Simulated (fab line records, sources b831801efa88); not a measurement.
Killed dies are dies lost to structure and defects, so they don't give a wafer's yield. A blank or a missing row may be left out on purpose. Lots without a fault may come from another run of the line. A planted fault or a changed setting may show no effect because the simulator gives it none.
A struck lot beside a sound one | flow sky130 | 18 steps out of a route of 708
Sound: wafers L851.2, L851.3, L851.4. Struck: wafers L858.1, L858.2, L858.5. The cause comes at the end.
At each step with rows: each side's tool, then ch and its chambers, then its first start. Under that, the readings that differ: sound wafers | struck wafers | difference of the means | sigmas: that difference in standard deviations of wafers without a fault.
alike: readings whose means differ by less than 2 such deviations, and words and numbers that are the same on both sides. not compared: withheld readings, readings that some wafer has no value for, bounds like >300 that may hide the same value, and numbers for which the record gives no deviation and whose values overlap.
The two part at a step that has a row with sigmas, a row that says differs or no value, or rows on one side only. Numbers that don't overlap but have no deviation are shown without sigmas and don't part them. A reading that every wafer of one side lacks parts them only if that side has two wafers or more.

first, 2 steps without rows for these wafers: SKY_CONTACT_PEB_12; SKY_CONTACT_DEVELOP_13 (develop time 60 s).
SKY_CONTACT_CD_MEAS_14: target cd 170 nm.
  sound on cd_sem-01, day 35 02:41; struck on cd_sem-01, day 37 10:18
  alike: cd_nm
SKY_CONTACT_OVL_MEAS_15:
  sound on overlay-02, day 35 02:47; struck on overlay-02, day 37 10:25
  alike: CONTACT_OVL
SKY_CONTACT_ETCH_16: etches BARC in N2/H2, stops on SiO2, time 45.9 s, target depth 60 nm.
  sound on rie_diel-03 ch 0,2,3, day 35 02:49; struck on rie_diel-03 ch 0,1,2, day 37 10:28
  alike: chamber_pressure_mTorr, drypump_motor_current_A, oes_product_au, throttle_valve_pct
  not compared: rf_hours_counter_h
SKY_CONTACT_ETCH_17: etches SiO2 in C4F8/O2/Ar, stops on Si3N4, target depth 340 nm.
  sound on rie_diel-03 ch 0,2,3, day 35 02:51; struck on rie_diel-03 ch 0,1,2, day 37 10:30
  alike: chamber_pressure_mTorr, oes_product_au
SKY_CONTACT_ETCH_18: etches Si3N4 in CHF3/O2, stops on TiN, time 39 s, target depth 75 nm.
  sound on rie_diel-03 ch 0,2,3; struck on rie_diel-03 ch 0,1,2
  alike: chamber_pressure_mTorr, drypump_motor_current_A, oes_product_au, throttle_valve_pct
  not compared: rf_hours_counter_h
SKY_CONTACT_STRIP_19: strips in O2/N2.
  sound on plasma_asher-03 ch 0,1, day 35 02:56; struck on plasma_asher-02 ch 0,1, day 37 10:35
  alike: chamber_pressure_mTorr, drypump_motor_current_A, oes_product_au, strip_time_to_endpoint_s
  not compared: rf_hours_counter_h
then, 4 steps without rows for these wafers: SKY_CONTACT_STRIP_20 (strips in post etch residue remover, time 1200 s); SKY_CONTACT_CLEAN_21 (cleans in IPA, time 180 s); SKY_CONTACT_CLEAN_22 (cleans in O3/DIW); SKY_CONTACT_SPUTTER_23 (material TiN, target thk 20 nm, time 80 s).
SKY_CONTACT_CVD_24: deposits W, target thk 340 nm, time 102.12 s.
  sound on cvd_w-01 ch 0,1, day 35 03:36; struck on cvd_w-01 ch 0,1, day 37 11:15
  reading                               | sound           | struck          | difference | sigmas
  model.W_of_CONTACT_CVD_24.thk_nm (nm) | 341.8 340.1 339 | 277.9 278.8 276 | -62.7      |
  alike: heater_power_w
  not compared: since_wet_clean_h
SKY_CONTACT_RS_MEAS_25: measures by four-point-probe.
  sound on film_metro-04, day 35 03:44; struck on film_metro-04, day 37 11:39
  reading               | sound             | struck            | difference | sigmas
  CONTACT_W_RS (ohm/sq) | 0.336 0.337 0.339 | 0.414 0.413 0.417 | +0.077     | +24
  not compared: hold
SKY_CONTACT_THK_MEAS_26: measures by xrf.
  sound on film_metro-04, day 35 03:50; struck on film_metro-04, day 37 14:47
  reading            | sound       | struck      | difference | sigmas
  CONTACT_W_THK (nm) | 342 341 340 | 278 277 277 | -64        | -17
  not compared: hold
SKY_CONTACT_CMP_27: polishes, stops on SiO2, t overpolish 15 s, target thk 0 nm.
  sound on cmp-01 ch 0,1,3, day 35 03:53; struck on cmp-02 ch 2,3, day 37 16:56
  reading                | sound    | struck                                                                     | difference                   | sigmas
  hold                   | - - -    | await_dispo/2.1h/release await_dispo/2.1h/release await_dispo/2.1h/release | no value on the sound wafers |
  time_to_endpoint_s (s) | 87 84 82 | 68 73 66                                                                   | -15                          | -5
  alike: head_pressure_psi, motor_current_A
SKY_METAL1_SPUTTER_00: material Ti, target thk 15 nm, time 10 s.
  sound on pvd_sputter-02, day 35 04:11; struck on pvd_sputter-02, day 37 17:14
  alike: throttle_valve_pct
-- the record jumps here: 12 days lie between the struck wafers' starts before and after (it left off in module METAL1 and takes up again in module PAD_OPEN, whose first step shown is number 708 of the route) --
SKY_PAD_OPEN_PROBE_99:
  the record has rows for the struck wafers here (prober-01, day 50 01:16) and none for the sound ones

WHERE THEY PART
First at SKY_CONTACT_RS_MEAS_25; last, within this record, at SKY_PAD_OPEN_PROBE_99.

WHY: what the simulator had put in
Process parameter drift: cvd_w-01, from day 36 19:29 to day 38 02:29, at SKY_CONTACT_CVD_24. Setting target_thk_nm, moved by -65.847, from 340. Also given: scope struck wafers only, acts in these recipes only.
